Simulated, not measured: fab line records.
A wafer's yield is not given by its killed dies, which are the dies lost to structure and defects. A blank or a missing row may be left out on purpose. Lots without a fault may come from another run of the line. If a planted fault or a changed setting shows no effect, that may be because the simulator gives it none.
One fault through the eyes of 2 desks + flow gf180mcu + each desk has only its own numbers; what lay behind them comes last

## DESK OF THE TOOL OWNER: lpcvd-02
The tool's own readings at GF_STI_CVD_03 (deposits Si3N4 from DCS/NH3, target thk 207.16 nm, time 3716 s): means of the sampled wafers that have a number, for each lot that ran on this tool. If a lot's mean is further than 4 standard deviations from the usual mean, the lot is out of limits and carries the mark OUT (the distance appears in the brackets).
Columns: A = spikeTcCentreC at GF_STI_CVD_03, usual 770.7 C; B = spikeTcLowerC at GF_STI_CVD_03, usual 769.8 C; C = spikeTcUpperC at GF_STI_CVD_03, usual 769.8 C; D = zonePowerCentrePct at GF_STI_CVD_03, usual 14.8 %; E = zonePowerLowerPct at GF_STI_CVD_03, usual 12.5 %; F = zonePowerUpperPct at GF_STI_CVD_03, usual 14.0 %
| lot  | first seen here | A               | B     | C     | D               | E               | F    |
|------|-----------------|-----------------|-------|-------|-----------------|-----------------|------|
| L897 | day 3 04:22     | 769.8           | 769.3 | 770.4 | 12.3            | 11.7            | 12.6 |
| L904 | day 4 15:41     | 793.6 (+21) OUT | 768.3 | 765.1 | 23.6 (+5.9) OUT | 10.0 (-4.5) OUT | 10.5 |
| L906 | day 5 00:34     | 793.5 (+21) OUT | 768.0 | 764.8 | 23.6 (+5.9) OUT | 10.0 (-4.5) OUT | 10.4 |
| L910 | day 5 20:34     | 794.7 (+22) OUT | 767.6 | 765.6 | 23.7 (+5.9) OUT | 10.0 (-4.5) OUT | 10.5 |
This desk's finding: out of limits on L904, L906, L910; first on L904, day 4 15:41 (spikeTcCentreC at GF_STI_CVD_03). L897: within limits.

## THE METROLOGY DESK
Means of the sampled wafers that have a number, per lot and without regard to the tool the lot ran on: this is what the gauges read. If a lot's mean is further than 4 standard deviations from the usual mean, the lot is out of limits and carries the mark OUT (the distance appears in the brackets).
Columns: A = INCOMING_BOW at GF_STI_BOW_MEAS_00, usual 1 um; B = STI_OXIDATION_THK at GF_STI_THK_MEAS_02, usual 10.04 nm; C = STI_CVD_03_THK at GF_STI_THK_MEAS_04, usual 216.6 nm; D = cdNm at GF_STI_CD_MEAS_12, usual 219.8 nm; E = STI_OXIDATION_01_THK at GF_STI_THK_MEAS_22, usual 15.0 nm; F = STI_CVD_23_THK at GF_STI_THK_MEAS_24, usual 650 nm
| lot  | first seen here | A  | B     | C                | D     | E    | F   |
|------|-----------------|----|-------|------------------|-------|------|-----|
| L890 | day 1 15:00     | 4  | 10.14 | 215.9            | 221.0 | 15.0 | 650 |
| L897 | day 3 02:00     | 4  | 10.03 | 216.0            | 219.5 | 15.1 | 652 |
| L904 | day 4 13:02     | -0 | 10.00 | 258.5 (+22) OUT  | 218.2 | 14.9 | 665 |
| L905 | day 4 18:00     | -2 | 10.06 | 216.4            | 219.0 | 14.3 | 642 |
| L906 | day 4 23:00     | 3  | 10.62 | 234.2 (+9.3) OUT | 219.4 | 14.7 | 649 |
| L908 | day 5 09:01     | -4 | 9.89  | 219.3            | 219.1 | 14.7 | 650 |
| L910 | day 5 19:00     | 3  | 10.29 | 260.7 (+23) OUT  | 218.9 | 15.3 | 647 |
This desk finds L904, L906, L910 out of limits, with the earliest case on L904 at day 4 17:42 (STI_CVD_03_THK at GF_STI_THK_MEAS_04). L890, L897, L905, L908: within limits.

## TAKEN TOGETHER
An alarm could have come from the tool owner's desk at day 4 15:41, on L904, L906, L910.
Metrology desk: alarm possible at day 4 17:42 on L904, L906, L910.
All the named lots went through GF_STI_CVD_03 on lpcvd-02.

## WHAT THE SIMULATOR PUT IN
lpcvd-02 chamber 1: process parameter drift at GF_STI_CVD_03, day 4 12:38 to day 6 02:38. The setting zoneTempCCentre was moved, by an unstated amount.
Shown lots that were struck: L904, L906, L910.
Counting hours from when the fault started, the first reading out of limits came at 3 for the tool owner's desk and at 5 for the metrology desk.
